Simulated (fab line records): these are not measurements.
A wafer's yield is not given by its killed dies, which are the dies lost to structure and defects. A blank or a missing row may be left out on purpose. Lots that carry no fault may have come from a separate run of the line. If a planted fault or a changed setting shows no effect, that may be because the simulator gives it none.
A single fault, viewed from 2 desks ; flow gf180mcu ; only its own numbers are on each desk; what lay behind them is given at the end

== THE METROLOGY DESK ==
What the gauges read, lot by lot, whatever tool the lot ran on: means of the sampled wafers that have a number. Marked OUT: a lot whose mean sits more than 4 standard deviations from the usual mean, which makes it out of limits; the brackets give that distance.
Columns: A = HV_LDD_CVD_56_THK at GF_HV_LDD_THK_MEAS_57, usual 90.4 nm; B = cd nm at GF_NSD_CD_MEAS_07, usual 399.2 nm; C = PSD_TW at GF_PSD_TW_MEAS_11, usual 3202; D = PSD_RS at GF_PSD_RS_MEAS_15, usual 109.66 ohm/sq
lot;first seen here;A;B;C;D
L761;day 13 21:03;90.7;402.6;3180;110.10
L762;day 14 06:11;89.2;397.1;3170;109.91
L763;day 14 10:48;92.1;395.0;3160;109.21
L765;day 15 09:01;90.7;397.7;3241;109.53
L766;day 15 09:55;90.2;400.5;3211;109.70
L767;day 15 17:17;90.7;398.8;3171;109.76
L771;day 17 17:44;89.9;400.3;3186;109.69
L772;day 17 21:22;91.6;402.1;3087;116.58 (+24) OUT
L775;day 18 21:40;90.7;398.9;3131;116.69 (+24) OUT
L777;day 19 08:56;90.3;397.9;3237;109.39
L778;day 19 16:14;90.4;402.6;3199;109.42
L780;day 20 06:11;89.4;395.8;3240;109.56
This desk finds L772, L775 out of limits, with the earliest case on L772 at day 19 22:53 (PSD_RS at GF_PSD_RS_MEAS_15). L761, L762, L763, L765, L766, L767, L771, L777, L778, L780 stayed within limits.

== THE TOOL OWNER'S DESK: implanter-01 ==
GF_PSD_IMPLANT_09, tool's own readings: per-lot mean of the sampled wafers with a number, covering each lot this tool ran. Marked OUT: a lot whose mean sits more than 4 standard deviations from the usual mean, which makes it out of limits; the brackets give that distance.
Columns: A = beam energy keV at GF_PSD_IMPLANT_09, usual 40.000
lot;first seen here;A
L767;day 17 15:50;40.004
L771;day 19 18:11;40.006
L772;day 19 22:14;35.278 (-99 or more) OUT
L775;day 20 23:01;35.281 (-99 or more) OUT
This desk finds L772, L775 out of limits, L772 being first, at day 19 22:14 (beam energy keV at GF_PSD_IMPLANT_09). L767, L771 stayed within limits.

== BROUGHT TOGETHER ==
On L772, L775, at day 19 22:14, an alarm was possible from the tool owner's desk.
An alarm was possible from the metrology desk at day 19 22:53, on L772, L775.
GF_PSD_IMPLANT_09 was run on implanter-01 by each of the lots named.

== WHAT HAD BEEN PUT IN BY THE SIMULATOR ==
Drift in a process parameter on implanter-01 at GF_PSD_IMPLANT_09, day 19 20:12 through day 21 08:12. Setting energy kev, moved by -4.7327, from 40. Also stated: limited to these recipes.
Struck lots among those shown: L772, L775.
Hours from the fault's start to each desk's first reading out of limits: the tool owner's desk, 2; the metrology desk, 3.
